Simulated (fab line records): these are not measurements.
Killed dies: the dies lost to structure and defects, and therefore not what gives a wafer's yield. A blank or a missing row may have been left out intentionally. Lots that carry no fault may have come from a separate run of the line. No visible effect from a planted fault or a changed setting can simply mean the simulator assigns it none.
Which tool did it?    flow gf180mcu    14 lots, 40 wafers sampled, at 4 steps of a route of 602

## WHAT THE GAUGES SHOWED, per wafer
GF_HV_LDD_CD_MEAS_19: target cd 400 nm.
lot   measured      on         cd_nm (nm)
L779  day 10 16:38  cd_sem-01  401.0 401.4 403.0
L780  day 10 23:44  cd_sem-02  400.1 402.2 401.2
L781  day 11 06:53  cd_sem-01  398.9 398.6 400.1
L782  day 11 14:08  cd_sem-02  397.4 396.7 399.3
L785  day 12 14:50  cd_sem-01  397.0 397.1 398.6
L787  day 13 06:32  cd_sem-01  399.5 400.1
L788  day 13 17:06  cd_sem-02  399.9 397.0 401.0
L789  day 13 20:04  cd_sem-01  398.3 401.1
L796  day 16 05:52  cd_sem-01  400.4 399.3 399.1
L797  day 16 09:10  cd_sem-02  399.5 400.0 401.8
L798  day 16 20:22  cd_sem-01  401.8 404.5 403.6
L799  day 17 05:01  cd_sem-01  403.1 403.6 405.0
L801  day 17 21:20  cd_sem-02  399.3 401.5 400.1
L802  day 17 23:26  cd_sem-01  398.7 401.5 397.4

GF_HV_LDD_CD_MEAS_46: target cd 400 nm.
lot   measured      on         cd_nm (nm)
L779  day 12 05:59  cd_sem-01  404.6 402.1 402.8
L780  day 12 15:08  cd_sem-02  402.1 401.1 401.0
L781  day 12 21:56  cd_sem-02  400.0 401.4 399.6
L782  day 13 06:47  cd_sem-01  398.9 401.5 400.1
L785  day 14 07:38  cd_sem-01  396.0 396.9 396.1
L787  day 15 01:11  cd_sem-02  400.2 401.4
L788  day 15 12:39  cd_sem-01  397.3 395.1 395.9
L789  day 15 16:22  cd_sem-02  399.0 399.1
L796  day 18 05:17  cd_sem-01  400.1 400.3 399.4
L797  day 18 09:05  cd_sem-02  401.9 401.6 398.8
L798  day 18 20:08  cd_sem-01  401.1 401.2 399.7
L799  day 19 04:32  cd_sem-02  399.0 399.9 399.7
L801  day 19 22:02  cd_sem-01  397.8 398.1 395.8
L802  day 19 23:41  cd_sem-01  397.1 395.4 399.4

GF_HV_LDD_OVL_MEAS_47.
lot   measured      on          HV_LDD_03_OVL (nm)
L779  day 12 06:07  overlay-02  1.0 0.7 1.4
L780  day 12 15:16  overlay-01  0.3 -0.7 0.6
L781  day 12 22:03  overlay-01  -2.2 -2.1 -1.5
L782  day 13 06:54  overlay-02  -1.3 -2.6 -1.3
L785  day 14 07:45  overlay-02  1.2 -0.3 1.5
L787  day 15 01:16  overlay-02  2.1 -1.2
L788  day 15 12:45  overlay-01  2.1 3.4 1.3
L789  day 15 16:28  overlay-02  -1.5 -1.4
L796  day 18 05:25  overlay-01  -2.9 -1.0 -0.5
L797  day 18 09:12  overlay-02  0.6 2.7 0.3
L798  day 18 20:16  overlay-02  -0.6 -0.5 -0.1
L799  day 19 04:39  overlay-02  -1.8 -1.6 0.4
L801  day 19 22:09  overlay-01  2.7 1.0 1.3
L802  day 19 23:49  overlay-01  -0.7 -0.1 -2.1

## EACH LOT AND THE TOOL THAT RAN IT (in order: tool; ch and the chambers of the sampled wafers; start)
lot   GF_HV_LDD_IMPLANT_34
L779  implanter-04 ch 0, day 11 10:32
L780  implanter-01 ch 0, day 11 18:57
L781  implanter-01 ch 0, day 12 02:05
L782  implanter-03 ch 0, day 12 10:05
L785  implanter-01 ch 0, day 13 10:39
L787  implanter-03 ch 0, day 14 03:13
L788  implanter-04 ch 0, day 14 14:55
L789  implanter-03 ch 0, day 14 18:09
L796  implanter-03 ch 0, day 17 05:56
L797  implanter-04 ch 0, day 17 08:52
L798  implanter-04 ch 0, day 17 20:05
L799  implanter-04 ch 0, day 18 05:01
L801  implanter-04 ch 0, day 18 21:24
L802  implanter-03 ch 0, day 18 22:59
- GF_HV_LDD_IMPLANT_34

## AS READ BY THE TOOLS THEMSELVES (means over the sampled wafers that have a number; for cases with no such wafer, the mark the record gives instead)
GF_HV_LDD_IMPLANT_34.
lot   tool          beam_on_s (s)  faraday_current_uA
L779  implanter-04  10.14          41.7
L780  implanter-01  10.01          42.2
L781  implanter-01  9.77           43.3
L782  implanter-03  9.95           42.5
L785  implanter-01  9.95           42.4
L787  implanter-03  8.99           47.0
L788  implanter-04  9.92           42.5
L789  implanter-03  8.79           48.0
L796  implanter-03  9.78           43.2
L797  implanter-04  10.11          41.9
L798  implanter-04  9.84           42.9
L799  implanter-04  10.26          41.1
L801  implanter-04  10.19          41.5
L802  implanter-03  9.92           42.7

## THE ANSWER, worked out from the rows above alone
Rule: what is usual is taken from the lots themselves. The widest of any qualifying gaps counts: lots, ordered by their means at a reading, are off when they make up no more than a third of the lots, leave a main group of 4 or more, and stand apart from it by 3 or more times the standard deviation of that group's means. Not used: any main group whose means are identical at the precision the tables above print for the reading. A lot without any number at a reading at which 4 lots or more have one is off too. Where the step has rows for the other lots, those lots are counted as sound. First the gauges in route order, then the tools' own readings, where a lot's mean is used as printed above. At the first step where some lot is off, the reading lying furthest off is the one used; lots without a number count as furthest.
Off: L787, L789 (GF_HV_LDD_IMPLANT_34, faraday_current_uA). Main group: mean 42.3, sd 0.65.
If a tool, at that step or one of the process steps before it, ran each lot that is off and ran no sound lot following the first of them, it fits. Not one of the candidates tried fits.

## WHAT THE SIMULATOR HAD INSERTED
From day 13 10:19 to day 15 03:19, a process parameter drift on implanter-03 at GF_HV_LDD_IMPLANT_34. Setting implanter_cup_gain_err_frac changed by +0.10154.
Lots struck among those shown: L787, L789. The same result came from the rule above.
